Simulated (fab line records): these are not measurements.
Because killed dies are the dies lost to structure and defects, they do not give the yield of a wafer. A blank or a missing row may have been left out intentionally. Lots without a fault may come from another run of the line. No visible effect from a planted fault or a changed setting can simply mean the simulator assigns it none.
Comparing a struck lot with a sound one -- flow sky130 -- 15 out of 708 route steps
Sound: wafers L466.2, L466.3, L466.5. Wafers struck: L473.2, L473.3, L473.4. The cause is named last.
Per side, at each step with rows, come the tool, then ch with its chambers, and then its first start. Under that, the readings that differ: sound wafers -- struck wafers -- difference of the means -- sigmas: that difference in standard deviations of wafers without a fault.
alike: readings whose means differ by less than 2 such deviations, and words and numbers that are the same on both sides. not compared: withheld readings, readings that some wafer has no value for, bounds like >300 that may hide the same value, and numbers for which the record gives no deviation and whose values overlap.
A row with sigmas, a row that says differs or no value, or rows on one side alone: a step with any of these is where the two part. When numbers do not overlap yet have no deviation, they are printed without sigmas and do not part them. A reading that every wafer of one side lacks parts them only if that side has two wafers or more.

first, 1 step without rows for these wafers: SKY_POLY_GATE_OXIDATION_20 (stabilise 600 s, purge 300 s, target thk 4 nm).
SKY_POLY_GATE_THK_MEAS_21:
  sound on filmMetro-04 at day 18 22:57; struck on filmMetro-03 at day 20 21:16
  alike: POLY_GATE_OXIDATION_THK
SKY_POLY_GATE_CD_MEAS_22:
  sound on cdSem-02 at day 18 23:02; struck on cdSem-02 at day 20 21:21
  alike: cdNm
then, 7 steps without rows for these wafers: SKY_LDD_N_DEHYDRATE_00 (time 60 s); SKY_LDD_N_HMDS_01 (prime time 60 s); SKY_LDD_N_COAT_02 (resist thk 300 nm); SKY_LDD_N_SOFTBAKE_03 (time 60 s); SKY_LDD_N_EXPOSE_04 (exposes mask NTM, target cd 840 nm); SKY_LDD_N_PEB_05; SKY_LDD_N_DEVELOP_06 (develop time 60 s).
SKY_LDD_N_OVL_MEAS_07:
  sound on overlay-02 at day 20 06:20; struck on overlay-01 at day 22 03:46
reading,sound,struck,difference,sigmas
LDD_N_OVL (nm),-1.3 1.5 0.3,1.5 4.1 4.0,+3.0,+3
then, 1 step without rows for these wafers: SKY_LDD_N_IMPLANT_08.
SKY_LDD_N_IMPLANT_09:
  sound on implanter-04 ch 0, day 20 06:32; struck on implanter-03 ch 0, day 22 03:59
reading,sound,struck,difference,sigmas
beamEnergyKeV,19.985 19.995 19.996,17.882 17.889 17.897,-2.103,-99 or more
beamOnS (s),10.14 10.05 9.96,10.66 11.49 11.68,+1.23,+6
faradayCurrentUA,417 422 424,394 368 362,-46,-5
model.implant.rpNm (nm),15.92 15.92 15.92,14.75 14.75 14.75,-1.17,
model.implant.drpNm (nm),7.212 7.212 7.212,6.681 6.681 6.681,-0.531,
  alike: endStationPressureTorr, rotationDeg
then, 1 step without rows for these wafers: SKY_LDD_N_IMPLANT_10.
-- a jump in the record: the struck wafers' starts before and after are 27 days apart (it breaks off in module LDD_N and resumes in module PAD_OPEN, where the first step shown is number 708 of the route) --
SKY_PAD_OPEN_PROBE_99:
  sound on prober-02 at day 47 08:59; struck on prober-01 at day 48 17:54
reading,sound,struck,difference,sigmas
model.etest.tipN.rsOhmSq,440 442.6 442.6,443.4 446.3 446.5,+3.7,
  alike: killed_at_M0_to_M3, killed_at_M4_up, killedAtContacts, killedAtFrontEnd, killedAtOther, killedDies, killedOpen, killedShort

WHERE THEY PART
First at SKY_LDD_N_OVL_MEAS_07; last, within this record, at SKY_LDD_N_IMPLANT_09. Later steps at which nothing parts them and some readings are alike: SKY_PAD_OPEN_PROBE_99.

WHY: the cause the simulator had injected
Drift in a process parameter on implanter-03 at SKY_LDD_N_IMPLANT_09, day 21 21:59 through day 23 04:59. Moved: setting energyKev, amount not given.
